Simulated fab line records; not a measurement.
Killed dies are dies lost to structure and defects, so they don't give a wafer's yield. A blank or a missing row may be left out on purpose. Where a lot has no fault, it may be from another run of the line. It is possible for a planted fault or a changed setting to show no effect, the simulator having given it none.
Which tool was responsible? || flow sky130 || Sampling: 7 lots, 21 wafers, 3 of 708 route steps

## WHAT THE GAUGES SHOWED, per wafer
SKY_METAL3_CD_MEAS_13 targets a cd of 300 nm.
{"lot": "L724", "measured": "day 39 14:07", "on": "cd-sem-01", "cd-nm (nm)": "299.1 298.4 299.4"}
{"lot": "L729", "measured": "day 40 21:08", "on": "cd-sem-02", "cd-nm (nm)": "297.7 266.2 300.3"}
{"lot": "L732", "measured": "day 41 08:13", "on": "cd-sem-01", "cd-nm (nm)": "269.2 299.6 301.1"}
{"lot": "L738", "measured": "day 42 15:23", "on": "cd-sem-02", "cd-nm (nm)": "302.6 301.2 301.3"}
{"lot": "L740", "measured": "day 43 05:47", "on": "cd-sem-02", "cd-nm (nm)": "298.4 298.5 300.4"}
{"lot": "L742", "measured": "day 44 08:47", "on": "cd-sem-02", "cd-nm (nm)": "299.7 298.3 299.7"}
{"lot": "L743", "measured": "day 44 10:47", "on": "cd-sem-01", "cd-nm (nm)": "301.2 301.1 301.7"}

## EACH LOT AND THE TOOL THAT RAN IT (in order: tool; ch and the chambers of the sampled wafers; start)
{"lot": "L724", "SKY_METAL1_SPUTTER_03": "pvd-sputter-02, day 33 01:37", "SKY_METAL3_EXPOSE_10": "krf-scanner-01 ch 0, day 39 04:39"}
{"lot": "L729", "SKY_METAL1_SPUTTER_03": "pvd-sputter-02, day 34 05:57", "SKY_METAL3_EXPOSE_10": "krf-scanner-01 ch 0, day 40 09:40"}
{"lot": "L732", "SKY_METAL1_SPUTTER_03": "pvd-sputter-01, day 34 18:14", "SKY_METAL3_EXPOSE_10": "krf-scanner-01 ch 0, day 40 19:11"}
{"lot": "L738", "SKY_METAL1_SPUTTER_03": "pvd-sputter-01, day 36 02:32", "SKY_METAL3_EXPOSE_10": "krf-scanner-02 ch 0, day 42 04:35"}
{"lot": "L740", "SKY_METAL1_SPUTTER_03": "pvd-sputter-04, day 36 22:30", "SKY_METAL3_EXPOSE_10": "krf-scanner-02 ch 0, day 42 17:52"}
{"lot": "L742", "SKY_METAL1_SPUTTER_03": "pvd-sputter-04, day 38 03:52", "SKY_METAL3_EXPOSE_10": "krf-scanner-02 ch 0, day 43 21:05"}
{"lot": "L743", "SKY_METAL1_SPUTTER_03": "pvd-sputter-02, day 38 05:18", "SKY_METAL3_EXPOSE_10": "krf-scanner-01 ch 0, day 43 23:31"}
- SKY_METAL1_SPUTTER_03: material Ti, target thk 5 nm, time 3.3 s.
- SKY_METAL3_EXPOSE_10: exposes mask MM3, target cd 300 nm.

## THE ANSWER, worked out from the rows above alone
Rule: what is usual is taken from the lots themselves. The widest of any qualifying gaps counts: lots, ordered by their means at a reading, are off when they make up no more than a third of the lots, leave a main group of 4 or more, and stand apart from it by 3 or more times the standard deviation of that group's means. Not used: any main group whose means are identical at the precision the tables above print for the reading. Also off: a lot with no number at a reading for which 4 or more lots have one. Where the step has rows for the other lots, those lots are counted as sound.
Off: L729, L732, at SKY_METAL3_CD_MEAS_13 (cd-nm). Mean 300.1 nm and standard deviation 1.2 in the main group.
If a tool, at a process step before that reading, ran all the lots that are off and no sound lot after the first of them, it fits. Those tools and the gauges at SKY_METAL3_CD_MEAS_13 are tried in the same way. None of those tried fits.

## WHAT HAD BEEN PUT IN BY THE SIMULATOR
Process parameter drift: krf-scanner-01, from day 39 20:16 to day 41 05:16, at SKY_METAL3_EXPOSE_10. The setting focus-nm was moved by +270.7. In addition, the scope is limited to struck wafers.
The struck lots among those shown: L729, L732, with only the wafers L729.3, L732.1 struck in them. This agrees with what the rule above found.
